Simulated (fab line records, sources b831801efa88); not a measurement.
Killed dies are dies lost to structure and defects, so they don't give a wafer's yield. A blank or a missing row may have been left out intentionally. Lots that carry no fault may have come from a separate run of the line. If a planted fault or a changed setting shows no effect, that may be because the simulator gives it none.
Problem report in the 8D (eight disciplines) form, filled by code :: flow sky130 :: the parts of the form that need people (team, actions taken, sign-off) are left out

1. WHAT IS WRONG
At SKY_LI_CONTACT_STRIP_16, strip_time_to_endpoint_s averages 3.92 s over 2 wafers from 2 lots, while fault-free wafers read 3.50 s, standard deviation 0.043. Relative to the usual mean, that is a shift of +9.8 standard deviations.
The step: strips in O2/N2.
Seen first at day 31 14:17 on plasma_asher-04, wafer L300.2. Wafers with a number at this step in the record: 42, from 14 lots. The rule behind "out" and "out of limits": a value lying over 4 standard deviations away from the usual mean. Any other wafer with a number is counted as sound.

2. WHAT IT IS, AND WHAT IT ISN'T
question: which readings at this step
is: strip_time_to_endpoint_s
is not: drypump_motor_current_A, n2_flow_sccm

question: which lots
is: L300, L301
is not: L293, L294, L295, L298, L303, L307, L308, L309, L312, L313, L315, L316

question: which wafers of those lots
is: L300.2, L301.3
is not: L300.4, L300.6, L301.1, L301.2

question: read on which tools
is: plasma_asher-01, plasma_asher-04
is not: plasma_asher-03

question: when
is: from day 31 14:17
is not: up to then (14 sound wafers); but 26 sound wafers of L301, L303, L307, L308, L309, L312, L313, L315, L316 came after

3. SUSPECTS, AND WHAT RULES EACH OUT
Counting: if a tool at a process step up to the reading ran every lot that is out, it stays a suspect. Sound lots after the first of them don't rule it out here, since some wafers of a struck lot are sound.
- rie_diel-04 at SKY_LI_CONTACT_ETCH_15 (etches PSG in C4F8/O2/Ar, stops on Si, target depth 600 nm): kept. It ran every lot that is out, first L300 (day 31 14:12).
- rie_diel-04, SKY_LI_CONTACT_ETCH_15: wafers that are out in chamber 0, sound lot-mates in chambers 1, 2, 3.
Left after counting: rie_diel-04 at SKY_LI_CONTACT_ETCH_15.

4. THE CAUSE (what the simulator had put in)
rie_diel-04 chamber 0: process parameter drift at SKY_LI_CONTACT_ETCH_15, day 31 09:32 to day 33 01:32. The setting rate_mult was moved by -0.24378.
Only this tool survived the counting.

5. SEQUENCE OF EFFECTS, ordered by route
Each row: a reading where the mean over the struck wafers with a number is more than 3 standard deviations away from the usual. Only readings for which the record gives a usual standard deviation are gone through. hours: the time from each lot's start at the first step in this table that gives one to its start at this step, as a median over the lots. sigmas: the change in usual standard deviations.
hours: 0
step: SKY_LI_CONTACT_STRIP_16
reading: oes_product_au
usual: 0.376 a.u.
on struck wafers: 0.396
change: +0.020
sigmas: +4.3

hours: 0
step: SKY_LI_CONTACT_STRIP_16
reading: strip_time_to_endpoint_s
usual: 3.50 s
on struck wafers: 3.92
change: +0.42
sigmas: +9.8
Process steps it contains:
- SKY_LI_CONTACT_STRIP_16: strips in O2/N2.

6. HOW IT WOULD HAVE BEEN CAUGHT EARLIER
5 hours passed between the start of the fault at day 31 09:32 and the first reading out of limits in this record, taken at day 31 14:17.
Of the tool readings at SKY_LI_CONTACT_ETCH_15 for which the record gives a usual standard deviation, none was out on any struck wafer, so an alarm limit of 4 standard deviations on them would not have fired.
Of the lots that are out (2), L301 began SKY_LI_CONTACT_ETCH_15 on rie_diel-04 after day 31 14:17. It would have been spared by a hold on the tool at that moment.
